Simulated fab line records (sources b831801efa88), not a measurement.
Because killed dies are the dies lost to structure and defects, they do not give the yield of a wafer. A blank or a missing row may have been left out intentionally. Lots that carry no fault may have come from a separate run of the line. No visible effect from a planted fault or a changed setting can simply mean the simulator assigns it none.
A lot that was struck, set against a sound lot -- flow sky130 -- 30 out of 708 route steps
Sound: these wafers, L542.1, L542.3, L542.5. Wafers struck: L552.4, L552.5, L552.6. The cause comes at the end.
For every step that has rows: the tool of each side, followed by ch and its chambers, followed by its first start. Under that, the readings that differ: sound wafers -- struck wafers -- difference of the means -- sigmas: that difference in standard deviations of wafers without a fault.
alike: a reading whose means differ by less than 2 such deviations, as well as words and numbers matching on both sides. not compared: withheld readings; readings where some wafer has no value; bounds like >300 that might hide an equal value; numbers whose values overlap and for which the record gives no deviation.
Wherever a step has rows on one side only, a row that says differs or no value, or a row with sigmas, the two part there. When numbers do not overlap yet have no deviation, they are printed without sigmas and do not part them. A reading that every wafer of one side lacks parts them only if that side has two wafers or more.

first, 5 steps without rows for these wafers: SKY_SONOS_ONO_COAT_08 (resist thk 1140 nm); SKY_SONOS_ONO_SOFTBAKE_09 (time 60 s); SKY_SONOS_ONO_EXPOSE_10 (exposes mask ONOM, target cd 410 nm); SKY_SONOS_ONO_PEB_11; SKY_SONOS_ONO_DEVELOP_12 (develop time 60 s).
SKY_SONOS_ONO_CD_MEAS_13: target cd 410 nm.
  sound: cd_sem-01 at day 14 15:53; struck: cd_sem-01 at day 18 03:30
  alike: cd_nm
SKY_SONOS_ONO_OVL_MEAS_14:
  sound: overlay-01 at day 14 16:01; struck: overlay-02 at day 18 03:34
  alike: SONOS_ONO_OVL
SKY_SONOS_ONO_ETCH_15: etches the open film in CHF3/O2, target depth 19.52 nm, time 7.8 s.
  sound on rie_diel-03 ch 1,2,3, day 14 16:02; struck on rie_diel-01 ch 0,1, day 18 03:35
reading,sound,struck,difference,sigmas
oes_product_au (a.u.),1.015 1.010 1.009,0.995 0.997 0.984,-0.019,-2
  alike: drypump_motor_current_A, throttle_valve_pct
  not compared: rf_hours_counter_h
then, 1 step without rows for these wafers: SKY_SONOS_ONO_WET_ETCH_16 (etches SiO2 in dHF, target depth 14 nm, time 280 s).
SKY_SONOS_ONO_STRIP_17: strips in O2/N2.
  sound on plasma_asher-04 ch 0,1, day 14 16:09; struck on plasma_asher-01 ch 0,1, day 18 03:44
reading,sound,struck,difference,sigmas
drypump_motor_current_A (A),5.0 5.5 5.0,5.9 5.7 5.9,+0.7,+2
  alike: n2_flow_sccm, oes_product_au, strip_time_to_endpoint_s
  not compared: rf_hours_counter_h
then, 2 steps without rows for these wafers: SKY_SONOS_ONO_WET_ETCH_18 (etches Si3N4 in H3PO4, target depth 15 nm, time 172 s); SKY_GATE_OXIDE_CLEAN_00 (cleans in SC1/SC2, time 150 s).
SKY_GATE_OXIDE_OXIDATION_01: stabilise 600 s, purge 300 s, target thk 10.268 nm.
  sound on furnace-01 ch 0, day 14 16:26; struck on furnace-01 ch 0, day 18 07:17
reading,sound,struck,difference,sigmas
spike_tc_bottom_C (C),918.3 920.0 917.7,910.7 911.1 910.2,-8.0,-3
spike_tc_centre_C (C),900.0 900.5 900.7,893.8 892.5 893.8,-7.0,-6
spike_tc_lower_C (C),899.6 899.8 899.3,893.4 892.3 891.2,-7.3,-7
spike_tc_top_C (C),909.9 908.8 908.0,900.4 902.1 903.8,-6.8,-6
spike_tc_upper_C (C),899.5 902.2 901.9,894.5 894.2 894.7,-6.7,-4
tube_center_temp_C (C),900.02 900.09 899.98,893.38 893.13 893.35,-6.74,-85
tube_center_temp_C_max,902.1 902.0 902.6,895.7 895.5 895.5,-6.7,-17
model.SiO2_of_GATE_OXIDE_OXIDATION_01.thk_nm (nm),10.2 10.09 10.15,9.625 9.454 9.582,-0.593,
SKY_GATE_OXIDE_THK_MEAS_02:
  sound: film_metro-03 at day 14 17:51; struck: film_metro-02 at day 18 08:43
reading,sound,struck,difference,sigmas
GATE_OXIDE_OXIDATION_00_THK (nm),10.21 10.09 10.20,9.59 9.49 9.60,-0.61,-3
then, 7 steps without rows for these wafers: SKY_GATE_OXIDE_DEHYDRATE_03 (time 60 s); SKY_GATE_OXIDE_HMDS_04 (prime time 60 s); SKY_GATE_OXIDE_COAT_05 (resist thk 1140 nm); SKY_GATE_OXIDE_SOFTBAKE_06 (time 60 s); SKY_GATE_OXIDE_EXPOSE_07 (exposes mask LVOM, target cd 600 nm); SKY_GATE_OXIDE_PEB_08; SKY_GATE_OXIDE_DEVELOP_09 (develop time 60 s).
SKY_GATE_OXIDE_OVL_MEAS_10:
  sound: overlay-01 at day 15 21:01; struck: overlay-01 at day 19 14:23
  alike: GATE_OXIDE_OVL
then, 2 steps without rows for these wafers: SKY_GATE_OXIDE_IMPLANT_11; SKY_GATE_OXIDE_WET_ETCH_12 (etches SiO2 in dHF, target depth 16.8 nm, time 336 s).
SKY_GATE_OXIDE_STRIP_13: strips in O2/N2.
  sound on plasma_asher-02 ch 0, day 15 21:19; struck on plasma_asher-02 ch 0,1, day 19 14:41
reading,sound,struck,difference,sigmas
oes_product_au (a.u.),0.703 0.714 0.706,0.723 0.716 0.716,+0.011,+2
  alike: drypump_motor_current_A, n2_flow_sccm, strip_time_to_endpoint_s
  not compared: rf_hours_counter_h
SKY_GATE_OXIDE_TW_MEAS_14:
  sound: film_metro-03 at day 15 21:25; struck: film_metro-02 at day 19 14:47
  alike: GATE_OXIDE_TW
then, 1 step without rows for these wafers: SKY_GATE_OXIDE_CLEAN_15 (cleans in SC1/SC2, time 150 s).
SKY_GATE_OXIDE_OXIDATION_16: stabilise 600 s, purge 300 s, target thk 3.57 nm.
  sound on furnace-01 ch 0, day 15 22:20; struck on furnace-01 ch 0, day 19 15:38
reading,sound,struck,difference,sigmas
model.SiO2_of_GATE_OXIDE_OXIDATION_01.thk_nm (nm),11.6 11.51 11.58,11.11 10.97 11.07,-0.51,
  alike: spike_tc_bottom_C, spike_tc_centre_C, spike_tc_lower_C, spike_tc_top_C, spike_tc_upper_C, tube_center_temp_C, tube_center_temp_C_max
then, 1 step without rows for these wafers: SKY_POLY_GATE_CVD_00 (deposits poly-Si, target thk 180 nm, time 720 s).
-- record jumps: 30 days separate the struck wafers' starts on either side; left off in module POLY_GATE, taken up again in module PAD_OPEN, whose first shown step is the route's number 708 --
SKY_PAD_OPEN_PROBE_99:
  sound: prober-01 at day 47 12:19; struck: prober-01 at day 49 16:52
reading,sound,struck,difference,sigmas
killed_at_front_end,29 15 23,15 14 11,-9,-2
model.etest.nfet_16v.r_on_ohm_um,1.371e+04 1.371e+04 1.387e+04,1.347e+04 1.364e+04 1.356e+04,-2.067e+02,
model.etest.pfet_g5v0d10v5.r_on_ohm_um,4729 4741 4800,4681 4724 4696,-56,
model.etest.tip_sonos.rs_ohm_sq,2636 2609 2640,2532 2479 2514,-120,
model.etest.nfet_g5v0d10v5.r_on_ohm_um,1892 1876 1908,1840 1832 1852,-51,
model.etest.nfet_g5v0d10v5.drive_ua_um,605.6 606.7 601.3,634.5 641.1 630.7,+30.9,
model.etest.nfet_05v0_nvt.drive_ua_um,572.8 575 574.2,596.8 605.3 603.5,+27.9,
model.etest.pfet_g5v0d10v5.drive_ua_um,338.7 342.9 338.1,348.8 348.3 350.9,+9.4,
model.etest.nfet_16v.drive_ua_um,223.1 224.8 222.6,235.4 235.3 233.5,+11.2,
  alike: killed_at_M0_to_M3, killed_at_M4_up, killed_at_contacts, killed_at_other, killed_dies, killed_on_rim, killed_open, killed_short

== WHERE THEY PART ==
Last at SKY_PAD_OPEN_PROBE_99 as far as this record goes, first at SKY_SONOS_ONO_ETCH_15.

WHY: whatever the simulator had introduced
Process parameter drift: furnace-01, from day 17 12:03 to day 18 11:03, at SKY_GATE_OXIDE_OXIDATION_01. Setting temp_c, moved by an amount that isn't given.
